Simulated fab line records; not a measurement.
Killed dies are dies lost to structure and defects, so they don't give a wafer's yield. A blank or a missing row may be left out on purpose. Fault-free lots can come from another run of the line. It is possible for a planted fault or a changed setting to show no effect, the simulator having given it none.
Which tool is to blame? + flow sky130 + Sampling: 6 lots, 18 wafers, 3 of 708 route steps

WHAT THE GAUGES SHOWED, per wafer
SKY_LDD_HVP_TW_MEAS_10.
| lot  | measured     | on            | LDD_HVP_TW  |
|------|--------------|---------------|-------------|
| L719 | day 21 22:48 | film_metro-02 | 462 461 459 |
| L722 | day 23 08:16 | film_metro-01 | 455 453 455 |
| L724 | day 23 15:29 | film_metro-01 | 453 451 454 |
| L727 | day 24 18:25 | film_metro-03 | 461 458 464 |
| L735 | day 27 22:06 | film_metro-03 | 464 463 462 |
| L741 | day 29 09:20 | film_metro-01 | 449 449 451 |

WHAT TOOL EACH LOT RAN ON (gives the tool, then ch and the chambers of the sampled wafers, and finally the start)
| lot  | SKY_RES_PROTECT_STRIP_07             | SKY_LDD_N_IMPLANT_09            |
|------|--------------------------------------|---------------------------------|
| L719 | plasma_asher-04 ch 0,1, day 15 09:47 | implanter-03 ch 0, day 18 01:21 |
| L722 | plasma_asher-03 ch 0,1, day 16 17:49 | implanter-02 ch 0, day 19 10:04 |
| L724 | plasma_asher-04 ch 0,1, day 17 02:01 | implanter-01 ch 0, day 19 18:40 |
| L727 | plasma_asher-04 ch 0,1, day 18 02:50 | implanter-01 ch 0, day 20 22:46 |
| L735 | plasma_asher-03 ch 0,1, day 21 10:14 | implanter-01 ch 0, day 24 07:12 |
| L741 | plasma_asher-04 ch 0,1, day 23 03:36 | implanter-03 ch 0, day 25 19:04 |
- SKY_RES_PROTECT_STRIP_07: strips in O2/N2.
- SKY_LDD_N_IMPLANT_09

THE ANSWER, worked out from the rows above alone
Rule: the lots themselves supply what counts as usual. Put in order of their means at a reading, lots are off if they are a third of the lots or fewer, leave a main group of 4 or more, and stand apart from it by a gap of 3 or more times the standard deviation of the main group's means; of several such gaps the widest counts. Not used: any main group whose means are identical at the precision the tables above print for the reading. Also off: a lot with no number at a reading for which 4 or more lots have one. All remaining lots with rows at the step are treated as sound.
None of the lots is off at any reading shown; this tells nothing.

WHAT THE SIMULATOR HAD PUT IN
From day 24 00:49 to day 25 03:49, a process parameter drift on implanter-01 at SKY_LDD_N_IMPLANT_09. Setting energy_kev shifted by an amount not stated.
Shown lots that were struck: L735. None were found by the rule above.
